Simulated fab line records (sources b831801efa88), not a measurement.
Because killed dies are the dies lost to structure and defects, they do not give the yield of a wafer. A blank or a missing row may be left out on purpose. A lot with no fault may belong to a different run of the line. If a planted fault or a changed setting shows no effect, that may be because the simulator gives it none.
8D (eight disciplines) problem report, filled in by code || flow gf180mcu || the parts of the form that need people (team, actions taken, sign-off) are left out

== 1. WHAT WENT WRONG ==
Mean CONTACT_OVL at GF_CONTACT_OVL_MEAS_15: 38 nm over 9 wafers in 3 lots; fault-free wafers: -2 nm, standard deviation 5.1. Measured from the usual mean, that is +7.8 standard deviations.
Seen first at day 21 13:47 on overlay-02, wafer L920.1. The record holds 45 wafers of 15 lots with a number at this step. Rule for "out", or "out of limits": more than 4 standard deviations from the usual mean. All remaining wafers that have a number are taken as sound.

== 2. WHAT IT IS AND WHAT IT IS NOT ==
{"question": "which readings at this step", "is": "CONTACT_OVL", "is not": "-"}
{"question": "which lots", "is": "L920, L921, L923", "is not": "L905, L906, L907, L908, L909, L910, L911, L912, L914, L915, L916, L927"}
{"question": "which wafers of those lots", "is": "all that have a number", "is not": "-"}
{"question": "read on which gauges", "is": "overlay-01, overlay-02", "is not": "-"}
{"question": "when", "is": "from day 21 13:47", "is not": "up to then (33 sound wafers); but 3 sound wafers of L927 came after"}

== 3. THE SUSPECTS, EACH WITH WHAT RULES IT OUT ==
Counting: any tool at a process step up to the reading is kept as a suspect provided that every lot that is out went through it and no sound lot did after the first of them.
- the gauge at GF_CONTACT_OVL_MEAS_15 has been ruled out. Those wafers that are out were read across 2 gauges (overlay-01, overlay-02).
- krfScanner-02 at GF_CONTACT_EXPOSE_11 (exposes mask Contact, target cd 220 nm): kept. It processed each lot that is out, first L920 at day 21 01:58, and no sound lot thereafter; up to then, the last sound lot it processed was L914 at day 18 21:14.
Left after counting: krfScanner-02 at GF_CONTACT_EXPOSE_11.

== 4. THE CAUSE (what the simulator had put in) ==
Scanner matching overlay: krfScanner-02, from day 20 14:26 on, at GF_CONTACT_EXPOSE_11. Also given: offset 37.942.
Only this tool survived the counting.

== 5. THE CHAIN OF EFFECTS, in route order ==
Rows list readings where the struck wafers' mean (over those with a number) sits beyond 3 standard deviations from the usual. Scope: only readings with a usual standard deviation given in the record; hours: median across lots of the time from each lot's start at the first step in this table that gives one to its start at this step; sigmas: change in usual standard deviations.
{"hours": 0, "step": "GF_CONTACT_OVL_MEAS_15", "reading": "CONTACT_OVL", "usual": "-2 nm", "on struck wafers": 38, "change": "+40", "sigmas": "+7.8"}

== 6. WHAT WOULD HAVE CAUGHT IT SOONER ==
Counted from the fault's start at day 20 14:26, it took 23 hours until the first out-of-limits reading at a measuring or inspecting step in this record, taken at day 21 13:47.
Among the 3 lots that are out, L923 began GF_CONTACT_EXPOSE_11 on krfScanner-02 after day 21 13:47. Had the tool been put on hold then, it would have been spared.
